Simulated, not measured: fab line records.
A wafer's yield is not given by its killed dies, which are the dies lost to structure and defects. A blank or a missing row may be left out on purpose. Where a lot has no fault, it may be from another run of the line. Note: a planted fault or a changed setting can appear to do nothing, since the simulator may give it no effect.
fab line records ; flow sky130
record lots=15; wafers=45; last-day=50
route steps=708 shown NWELL@65 VIA2@519 METAL4@629 PAD_OPEN@708
lots that met no fault: from a run of the same line without faults
start-h: hours from the record's opening day to when the first of the lot's shown wafers began ; wait-h: hours elapsed since this lot's preceding step ; " as in the row above ; L1.1+2: one row covering several wafers at once ; - no value present, or no start provided ; * or withheld: withheld ; < > ~ a bound
route shown NAME@n: names a module that has steps shown in the file, with the first one's number in the route ; usual: mean and standard deviation over wafers with no fault ; same: alike in all rows ; chamber/n: place in a boat ; sites: readings site by site ; _std_site: the values' standard deviation ; _edge_site: outer sites' mean less inner sites' ; radius-mm: how far each site lies from the wafer's centre ; mask NAME#n: copy n ; behind: tool/chamber where the wafer was last shaped ; hold: why the lot was held/for how many hours/how that ended ; device: the n, p or np transistor that did not switch ; end of line: tests of these same wafers at the route's end ; a step given without rows: its recipe and nothing more ; killed: not the wafer's yield, but the dies lost to structure and defects at the first sort ; map: the dies of a wafer, with x for killed, . for not killed, _ for no die there
set.NAME: the setting that was run; set.NAME@STEP: the one run at that earlier step ; model.NAME: the simulator's own value behind a step, which no gauge read
steps of the route over a sample of lots; a table a step, a row a wafer
services: a tool's chamber out of use, with start hour (start-h, from the record's first day; less than 0 if before it), hours out, and reason
## steps
# step SKY_NWELL_IMPLANT_12
# recipe species=P; energy-kev=120; dose-cm2=1.3e+12; tilt-deg=withheld
# usual dose-ions-cm2=1.2997e+12/1.3e+09; faraday-current-uA=7.33/0.14
lot.wafer;tool;chamber;start-h;wait-h;dose-ions-cm2;faraday-current-uA
L582.2;implanter-03;0;84.83;0.1;1.2996e+12;7.00
L582.3;implanter-03;0;84.83;0.1;1.3014e+12;7.52
L582.4;implanter-03;0;84.83;0.1;1.2993e+12;7.20
L583.2;implanter-01;0;86.02;0.1;1.3012e+12;7.48
L583.3;implanter-01;0;86.02;0.1;1.298e+12;7.32
L583.6;implanter-01;0;86.02;0.1;1.301e+12;7.41
L584.1;implanter-03;0;98.04;0.1;1.3008e+12;7.38
L584.4;implanter-03;0;98.04;0.1;1.2992e+12;7.28
L584.5;implanter-03;0;98.04;0.1;1.2996e+12;7.49
L585.2;implanter-01;0;99.06;0.1;1.3005e+12;7.63
L585.3;implanter-01;0;99.06;0.1;1.3004e+12;7.46
L585.6;implanter-01;0;99.06;0.1;1.3012e+12;7.05
L586.1;implanter-01;0;115.90;0.1;1.2992e+12;7.35
L586.5;implanter-01;0;115.90;0.1;1.3e+12;7.49
L586.6;implanter-01;0;115.90;0.1;1.3007e+12;7.42
L588.2;implanter-03;0;128.67;0.1;1.2974e+12;7.39
L588.5;implanter-03;0;128.67;0.1;1.2978e+12;7.54
L588.6;implanter-03;0;128.67;0.1;1.2972e+12;7.33
L589.2;implanter-03;0;134.62;0.1;1.3023e+12;7.40
L589.5;implanter-03;0;134.62;0.1;1.2985e+12;7.08
L589.6;implanter-03;0;134.62;0.1;1.3009e+12;7.32
L590.1;implanter-02;0;142.70;0.1;1.3007e+12;7.18
L590.5;implanter-02;0;142.70;0.1;1.2993e+12;7.67
L590.6;implanter-02;0;142.70;0.1;1.298e+12;7.22
L591.1;implanter-01;0;148.50;0.1;1.2987e+12;7.16
L591.3;implanter-01;0;148.50;0.1;1.3012e+12;7.46
L591.5;implanter-01;0;148.50;0.1;1.2992e+12;7.46
L594.2;implanter-01;0;162.73;0.1;1.4272e+12;8.00
L594.3;implanter-01;0;162.73;0.1;1.429e+12;8.05
L594.6;implanter-01;0;162.73;0.1;1.4271e+12;8.04
L597.1;implanter-01;0;180.75;0.1;1.4305e+12;8.10
L597.3;implanter-01;0;180.75;0.1;1.4293e+12;7.71
L597.6;implanter-01;0;180.75;0.1;1.4302e+12;8.19
L598.2;implanter-01;0;192.72;0.1;1.4265e+12;8.09
L598.3;implanter-01;0;192.72;0.1;1.4276e+12;8.02
L598.4;implanter-01;0;192.72;0.1;1.4282e+12;7.92
L599.2;implanter-02;0;197.47;0.1;1.2976e+12;7.41
L599.3;implanter-02;0;197.47;0.1;1.2984e+12;7.32
L599.5;implanter-02;0;197.47;0.1;1.299e+12;7.34
L600.1;implanter-03;0;202.19;0.1;1.2993e+12;7.18
L600.3;implanter-03;0;202.19;0.1;1.3002e+12;7.12
L600.6;implanter-03;0;202.19;0.1;1.3008e+12;7.24
L603.1;implanter-02;0;226.34;0.1;1.2978e+12;7.27
L603.5;implanter-02;0;226.34;0.1;1.299e+12;7.40
L603.6;implanter-02;0;226.34;0.1;1.2993e+12;7.40
# step SKY_NWELL_OVL_MEAS_23
# usual NWELL_01_OVL=-0.9/1.6
lot.wafer;tool;chamber;start-h;wait-h;NWELL_01_OVL[nm]
L582.2;overlay-02;-;102.86;-;-1.6
L582.3;overlay-02;-;102.86;-;-0.5
L582.4;overlay-02;-;102.86;-;-0.9
L583.2;overlay-01;-;104.32;-;-4.0
L583.3;overlay-01;-;104.32;-;-3.7
L583.6;overlay-01;-;104.32;-;-4.0
L584.1;overlay-02;-;116.96;-;-0.6
L584.4;overlay-02;-;116.96;-;-2.1
L584.5;overlay-02;-;116.96;-;-1.4
L585.2;overlay-02;-;118.27;-;1.6
L585.3;overlay-02;-;118.27;-;-0.9
L585.6;overlay-02;-;118.27;-;1.1
L586.1;overlay-01;-;135.00;-;-1.5
L586.5;overlay-01;-;135.00;-;-3.2
L586.6;overlay-01;-;135.00;-;-1.0
L588.2;overlay-02;-;148.61;-;-1.4
L588.5;overlay-02;-;148.61;-;-0.3
L588.6;overlay-02;-;148.61;-;-0.9
L589.2;overlay-01;-;154.71;-;1.2
L589.5;overlay-01;-;154.71;-;-0.7
L589.6;overlay-01;-;154.71;-;-0.8
L590.1;overlay-01;-;162.15;-;-1.9
L590.5;overlay-01;-;162.15;-;-0.5
L590.6;overlay-01;-;162.15;-;-0.5
L591.1;overlay-01;-;168.51;-;-1.6
L591.3;overlay-01;-;168.51;-;-2.4
L591.5;overlay-01;-;168.51;-;-1.1
L594.2;overlay-02;-;183.06;-;-3.1
L594.3;overlay-02;-;183.06;-;-1.4
L594.6;overlay-02;-;183.06;-;-1.8
L597.1;overlay-02;-;203.76;-;1.2
L597.3;overlay-02;-;203.76;-;0.6
L597.6;overlay-02;-;203.76;-;-0.8
L598.2;overlay-02;-;214.86;-;-0.4
L598.3;overlay-02;-;214.86;-;-0.2
L598.4;overlay-02;-;214.86;-;-0.8
L599.2;overlay-02;-;219.17;-;-0.2
L599.3;overlay-02;-;219.17;-;0.7
L599.5;overlay-02;-;219.17;-;1.4
L600.1;overlay-02;-;224.10;-;2.5
L600.3;overlay-02;-;224.10;-;2.3
L600.6;overlay-02;-;224.10;-;-0.2
L603.1;overlay-01;-;251.40;-;-4.7
L603.5;overlay-01;-;251.40;-;-5.5
L603.6;overlay-01;-;251.40;-;-3.7
# step SKY_VIA2_CD_MEAS_12
# recipe target-cd-nm=200
# usual cd-nm=200.0/1.3
lot.wafer;tool;chamber;start-h;wait-h;cd-nm
L582.2;cd-sem-01;-;844.79;-;200.9
L582.3;cd-sem-01;-;844.79;-;199.1
L582.4;cd-sem-01;-;844.79;-;200.9
L583.2;cd-sem-01;-;863.52;-;199.4
L583.3;cd-sem-01;-;863.52;-;199.2
L583.6;cd-sem-01;-;863.52;-;199.7
L584.1;cd-sem-02;-;884.00;-;198.3
L584.4;cd-sem-02;-;884.00;-;199.1
L584.5;cd-sem-02;-;884.00;-;199.7
L585.2;cd-sem-01;-;885.48;-;199.5
L585.3;cd-sem-01;-;885.48;-;199.6
L585.6;cd-sem-01;-;885.48;-;199.3
L586.1;cd-sem-02;-;890.92;-;200.2
L586.5;cd-sem-02;-;890.92;-;201.9
L586.6;cd-sem-02;-;890.92;-;199.2
L588.2;cd-sem-02;-;912.57;-;200.6
L588.5;cd-sem-02;-;912.57;-;200.0
L588.6;cd-sem-02;-;912.57;-;199.5
L589.2;cd-sem-02;-;924.39;-;201.5
L589.5;cd-sem-02;-;924.39;-;200.9
L589.6;cd-sem-02;-;924.39;-;200.8
L590.1;cd-sem-01;-;928.66;-;198.2
L590.5;cd-sem-01;-;928.66;-;199.3
L590.6;cd-sem-01;-;928.66;-;198.6
L591.1;cd-sem-01;-;936.60;-;199.0
L591.3;cd-sem-01;-;936.60;-;198.5
L591.5;cd-sem-01;-;936.60;-;198.5
L597.1;cd-sem-02;-;980.90;-;200.6
L597.3;cd-sem-02;-;980.90;-;203.5
L597.6;cd-sem-02;-;980.90;-;201.2
L598.2;cd-sem-02;-;987.53;-;200.7
L598.3;cd-sem-02;-;987.53;-;198.9
L598.4;cd-sem-02;-;987.53;-;200.3
L599.2;cd-sem-01;-;988.78;-;197.4
L599.3;cd-sem-01;-;988.78;-;198.3
L599.5;cd-sem-01;-;988.78;-;196.7
L600.1;cd-sem-01;-;989.65;-;200.9
L600.3;cd-sem-01;-;989.65;-;199.1
L600.6;cd-sem-01;-;989.65;-;201.2
L603.1;cd-sem-02;-;1024.15;-;199.9
L603.5;cd-sem-02;-;1024.15;-;201.2
L603.6;cd-sem-02;-;1024.15;-;200.2
# step SKY_METAL4_CD_MEAS_13
# recipe target-cd-nm=300
# usual cd-nm=300.1/1.5
lot.wafer;tool;chamber;start-h;wait-h;cd-nm
L582.2;cd-sem-02;-;975.33;-;299.7
L582.3;cd-sem-02;-;975.33;-;299.8
L582.4;cd-sem-02;-;975.33;-;300.1
L583.2;cd-sem-01;-;995.49;-;298.0
L583.3;cd-sem-01;-;995.49;-;299.5
L583.6;cd-sem-01;-;995.49;-;296.6
L584.1;cd-sem-01;-;1012.96;-;297.6
L584.4;cd-sem-01;-;1012.96;-;298.2
L584.5;cd-sem-01;-;1012.96;-;297.3
L585.2;cd-sem-02;-;1013.93;-;298.8
L585.3;cd-sem-02;-;1013.93;-;298.9
L585.6;cd-sem-02;-;1013.93;-;298.9
L586.1;cd-sem-01;-;1019.61;-;300.6
L586.5;cd-sem-01;-;1019.61;-;299.7
L586.6;cd-sem-01;-;1019.61;-;302.8
L588.2;cd-sem-01;-;1039.83;-;299.4
L588.5;cd-sem-01;-;1039.83;-;300.0
L588.6;cd-sem-01;-;1039.83;-;301.4
L589.2;cd-sem-02;-;1050.23;-;301.5
L589.5;cd-sem-02;-;1050.23;-;302.3
L589.6;cd-sem-02;-;1050.23;-;301.2
L590.1;cd-sem-02;-;1052.97;-;300.2
L590.5;cd-sem-02;-;1052.97;-;300.4
L590.6;cd-sem-02;-;1052.97;-;300.7
L591.1;cd-sem-01;-;1060.66;-;301.2
L591.3;cd-sem-01;-;1060.66;-;301.9
L591.5;cd-sem-01;-;1060.66;-;299.0
L597.1;cd-sem-02;-;1099.71;-;297.8
L597.3;cd-sem-02;-;1099.71;-;297.9
L597.6;cd-sem-02;-;1099.71;-;298.7
L598.2;cd-sem-01;-;1103.84;-;300.0
L598.3;cd-sem-01;-;1103.84;-;299.8
L598.4;cd-sem-01;-;1103.84;-;300.7
L599.2;cd-sem-02;-;1104.19;-;298.7
L599.3;cd-sem-02;-;1104.19;-;297.8
L599.5;cd-sem-02;-;1104.19;-;298.2
L600.1;cd-sem-01;-;1105.12;-;302.7
L600.3;cd-sem-01;-;1105.12;-;302.9
L600.6;cd-sem-01;-;1105.12;-;303.5
L603.1;cd-sem-01;-;1133.56;-;299.6
L603.5;cd-sem-01;-;1133.56;-;299.0
L603.6;cd-sem-01;-;1133.56;-;299.8
# step SKY_PAD_OPEN_PROBE_99
# usual killed_at_M0_to_M3=43/6.6; killed_at_M4_up=3.2/1.8; killed-at-contacts=24/5; killed-at-front-end=15/4.5; killed-at-other=0.2/0.46; killed-dies=86/8.8; killed-open=48/6.6; killed-short=38/6.1
# same gross-dies=492; killed-at-back-side=0
lot.wafer;tool;chamber;start-h;wait-h;killed_at_M0_to_M3;killed_at_M4_up;killed-at-contacts;killed-at-front-end;killed-at-other;killed-dies;killed-open;killed-short
L583.2;prober-02;-;1090.66;0.1;43;5;16;20;0;84;43;41
L583.3;prober-02;-;1090.71;0.2;36;2;19;24;0;81;55;26
L583.6;prober-02;-;1090.86;0.2;43;2;24;23;0;92;58;34
L597.1;prober-02;-;1180.43;0.1;46;3;22;9;0;80;46;34
L597.3;prober-02;-;1180.53;0.2;53;4;19;14;0;90;48;42
L597.6;prober-02;-;1180.68;0.2;42;1;24;9;1;77;46;31
L600.1;prober-02;-;1186.68;0.1;33;3;27;12;0;75;44;31
L600.3;prober-02;-;1186.78;0.2;40;2;27;10;0;79;45;34
L600.6;prober-02;-;1186.93;0.2;40;4;23;14;0;81;35;46
# killed by level:class
L583.2 VIA1:geometric-particle:open=12 METAL1:geometric-particle:short=8 VIA2:geometric-particle:open=8 FIELD_ISO:geometric-particle:open=6 FIELD_ISO:geometric-particle:short=6 CONTACT:geometric-particle:open=5 METAL2:geometric-particle:short=5 METAL4:geometric-particle:short=5
L583.3 VIA2:geometric-particle:open=12 POLY_GATE:geometric-particle:open=10 VIA3:geometric-particle:open=6 LI_CONTACT:geometric-particle:open=6 CONTACT:geometric-particle:open=6 VIA1:geometric-particle:open=6 POLY_GATE:geometric-particle:short=4 LOCAL_INTERCONNECT:geometric-particle:short=4
L583.6 VIA1:geometric-particle:open=15 CONTACT:geometric-particle:open=11 VIA2:geometric-particle:open=11 POLY_GATE:geometric-particle:short=10 FIELD_ISO:geometric-particle:open=5 METAL2:geometric-particle:short=5 LI_CONTACT:geometric-particle:open=4 POLY_GATE:geometric-particle:open=3
L597.1 VIA1:geometric-particle:open=13 CONTACT:geometric-particle:open=8 VIA2:geometric-particle:open=7 FIELD_ISO:geometric-particle:open=6 LI_CONTACT:geometric-particle:open=6 VIA2:geometric-particle:short=6 METAL2:geometric-particle:short=5 CONTACT:geometric-particle:short=4
L597.3 VIA3:geometric-particle:open=14 VIA1:geometric-particle:open=10 CONTACT:geometric-particle:open=9 FIELD_ISO:geometric-particle:short=7 METAL2:geometric-particle:short=7 VIA1:geometric-particle:short=5 LI_CONTACT:geometric-particle:open=4 METAL3:geometric-particle:short=4
L597.6 VIA1:geometric-particle:open=12 CONTACT:geometric-particle:open=9 VIA3:geometric-particle:open=7 METAL1:geometric-particle:short=5 LI_CONTACT:geometric-particle:open=5 LOCAL_INTERCONNECT:geometric-particle:short=4 CONTACT:geometric-particle:short=4 VIA1:geometric-particle:short=4
L600.1 VIA1:geometric-particle:open=9 CONTACT:geometric-particle:open=7 LI_CONTACT:geometric-particle:open=6 LI_CONTACT:geometric-particle:short=5 METAL2:geometric-particle:short=5 FIELD_ISO:geometric-particle:open=4 CONTACT:geometric-particle:short=4 METAL1:geometric-particle:short=4
L600.3 VIA1:geometric-particle:open=10 CONTACT:geometric-particle:open=8 LI_CONTACT:geometric-particle:open=7 LOCAL_INTERCONNECT:geometric-particle:short=6 VIA3:geometric-particle:open=6 METAL2:geometric-particle:short=5 METAL3:geometric-particle:short=4 METAL1:geometric-particle:short=3
L600.6 LOCAL_INTERCONNECT:geometric-particle:short=8 VIA1:geometric-particle:open=7 METAL2:geometric-particle:short=7 CONTACT:geometric-particle:open=6 FIELD_ISO:geometric-particle:open=5 CONTACT:geometric-particle:short=5 METAL1:geometric-particle:short=5 VIA3:geometric-particle:short=5
## services
tool;chamber;start-h;hours;kind
implanter-03;-;111.64;3.8;repair
implanter-01;-;149.30;3.6;pm
implanter-02;-;153.53;9.4;repair
implanter-02;-;153.93;1.7;repair
implanter-02;-;162.88;9.9;pm
implanter-01;-;168.70;4.5;repair
## key
first-sign step=SKY_NWELL_IMPLANT_12; reading=dose-ions-cm2; direction=up; sigmas=99+; usual=*; struck=*
effect step=SKY_NWELL_IMPLANT_12; reading=faraday-current-uA; direction=up; sigmas=4.7; usual=7.33; struck=8.01
met-at SKY_NWELL_IMPLANT_12
struck-lots L594,L597,L598
rows-end L594.2,L594.3,L594.6
tester-left-out L597,L598
not-acting-at SKY_NWELL_OVL_MEAS_23,SKY_VIA2_CD_MEAS_12,SKY_METAL4_CD_MEAS_13
onset-between 148.50 162.73
fault kind=process-parameter-drift; tool=implanter-01; chamber=-; onset-h=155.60; steps=SKY_NWELL_IMPLANT_12; channel=dose-cm2; offset=*; shape=step; end-h=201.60; acts-in=*; stated=*
# tester-left-out: of these lots the tester's yield and bins aren't shown, on N5 and GAA mostly nor the transistor test; their killed dies are dies lost to structure and defects alone, not to doping, threshold or leakage, so they don't give the yield
# rows-end: these wafers met a further fault down the route, and their rows from its step on are left out
